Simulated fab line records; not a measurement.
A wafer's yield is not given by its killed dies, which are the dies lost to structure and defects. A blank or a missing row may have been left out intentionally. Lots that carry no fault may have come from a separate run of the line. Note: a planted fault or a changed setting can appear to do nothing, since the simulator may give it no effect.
Chamber matching | flow sky130 | cmp-02 running SKY_LI_CONTACT_CMP_24: 4 sister chambers
The step polishes, stops on PSG, t overpolish 20 s, target thk 0 nm. 16 wafers are shown with their chamber, then 8 later ones without.

== WAFERS PAIRED WITH THEIR CHAMBERS ==
wafer  | chamber | motor current A (A) | time to endpoint s (s) | head pressure psi (psi)
L296.1 | 1       | 12.5                | 100                    | 3.507
L296.2 | 0       | 10.5                | 98                     | 3.490
L296.6 | 2       | 11.0                | 93                     | 3.487
L297.2 | 3       | 10.5                | 98                     | 3.496
L297.3 | 0       | 11.0                | 103                    | 3.495
L297.5 | 1       | 12.8                | 100                    | 3.489
L301.1 | 1       | 12.2                | 100                    | 3.504
L301.2 | 3       | 10.4                | 95                     | 3.511
L301.4 | 0       | 11.3                | 99                     | 3.502
L304.1 | 1       | 12.0                | 103                    | 3.505
L304.4 | 2       | 10.7                | 99                     | 3.517
L304.5 | 0       | 11.0                | 103                    | 3.496
L309.4 | 2       | 10.6                | 95                     | 3.501
L309.5 | 3       | 10.8                | 102                    | 3.501
L309.6 | 2       | 11.2                | 97                     | 3.500
L313.1 | 3       | 10.8                | 93                     | 3.497

SIGNATURES (means of the wafers above)
reading            | chamber 0 | chamber 1 | chamber 2 | chamber 3 | scatter within a chamber
motor current A    | 10.950    | 12.375    | 10.875    | 10.625    | 0.296
time to endpoint s | 100.75    | 100.75    | 96.00     | 97.00     | 2.79
head pressure psi  | 3.49575   | 3.50125   | 3.50125   | 3.50125   | 0.00852
Rule: for each reading, subtract the chamber's mean from the wafer's reading, divide by that reading's scatter and square the result; add these up over the readings and take the root, which gives the wafer's distance from the chamber. If the next closest chamber is less than 2 further off than the closest, the wafer can't be placed; otherwise it belongs to the closest. The scatter: the root of (the sum of the squares of (reading less its chamber's mean) over the shown wafers, divided by (wafers less chambers)).

== WAFERS WHOSE CHAMBER IS MISSING ==
wafer  | motor current A (A) | time to endpoint s (s) | head pressure psi (psi)
L313.5 | 10.6                | 95                     | 3.494
L313.6 | 10.7                | 92                     | 3.500
L314.1 | 12.7                | 97                     | 3.486
L314.2 | 11.9                | 97                     | 3.485
L314.4 | 10.2                | 95                     | 3.499
L318.2 | 10.0                | 94                     | 3.508
L318.3 | 11.5                | 96                     | 3.514
L318.5 | 10.4                | 94                     | 3.506

== WHICH CHAMBER EACH ONE RAN IN ==
wafer  | from the rows above               | in truth
L313.5 | can't be placed: 3 or 2 or 0      | 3
L313.6 | can't be placed: 2 or 3 or 0      | 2
L314.1 | 1                                 | 1
L314.2 | can't be placed: 1 or 0 or 2 or 3 | 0
L314.4 | can't be placed: 3 or 2 or 0      | 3
L318.2 | can't be placed: 3 or 2 or 0      | 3
L318.3 | can't be placed: 2 or 0 or 3 or 1 | 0
L318.5 | can't be placed: 3 or 2 or 0      | 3
1 of 8 placed correctly. From these rows, 7 cannot be placed; in 7 the true chamber is one of the candidates. 0 placed wrongly.
